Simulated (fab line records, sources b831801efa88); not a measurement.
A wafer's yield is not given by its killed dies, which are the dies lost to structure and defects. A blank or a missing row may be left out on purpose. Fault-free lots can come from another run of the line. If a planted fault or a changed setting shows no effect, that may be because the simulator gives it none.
Matching of chambers ; flow gf180mcu ; pecvd-02 running GF_PASSIVATION_CVD_02: 3 sister chambers
The step deposits Si3N4, target thk 700 nm, time 486.18 s. 20 wafers are shown with their chamber, then 10 later ones without.

WAFERS, EACH WITH ITS CHAMBER
wafer;chamber;heaterPowerW (W);susceptorTempC (C)
L078.2;0;918;399.90
L078.4;2;683;400.10
L078.6;0;750;400.15
L081.2;0;892;399.92
L081.3;2;650;400.14
L081.4;0;746;399.98
L084.1;2;577;400.30
L084.3;0;911;399.88
L084.4;0;726;399.74
L085.1;0;810;400.32
L085.5;0;860;400.16
L085.6;1;638;399.78
L087.3;0;896;399.74
L087.4;1;671;399.86
L087.5;2;605;399.95
L088.1;1;622;400.23
L088.2;0;920;399.91
L088.6;1;638;399.90
L089.1;1;561;399.62
L089.4;0;752;399.68

SIGNATURES, as means of the wafers listed above
reading;chamber 0;chamber 1;chamber 2;scatter within a chamber
heaterPowerW;834.64;626.00;628.75;66.5
susceptorTempC;399.9436;399.8780;400.1225;0.196
Rule: a wafer's distance from a chamber is the root of the sum, over the readings, of the square of ((its reading less the chamber's mean) divided by the reading's scatter). The wafer belongs to the nearest chamber; if the next one is less than 2 further off, it can't be placed. The scatter: the root of (the sum of the squares of (reading less its chamber's mean) over the shown wafers, divided by (wafers less chambers)).

WAFERS WHOSE CHAMBER IS MISSING
wafer;heaterPowerW (W);susceptorTempC (C)
L089.5;692;400.39
L093.1;623;400.19
L093.2;840;399.79
L093.4;636;400.21
L096.1;650;399.99
L096.2;684;400.11
L096.5;543;399.95
L097.1;894;399.71
L097.2;666;400.02
L097.6;677;399.90

EACH ONE'S CHAMBER
wafer;from the rows above;in truth
L089.5;can't be placed: 2 or 1 or 0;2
L093.1;can't be placed: 2 or 1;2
L093.2;0;0
L093.4;can't be placed: 2 or 1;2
L096.1;can't be placed: 1 or 2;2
L096.2;can't be placed: 2 or 1 or 0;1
L096.5;can't be placed: 1 or 2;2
L097.1;0;0
L097.2;can't be placed: 2 or 1 or 0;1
L097.6;can't be placed: 1 or 2 or 0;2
Correctly placed: 2 of 10. Unplaceable from these rows: 8, with the true chamber sitting among the candidates in 8. Wrongly placed: 0.
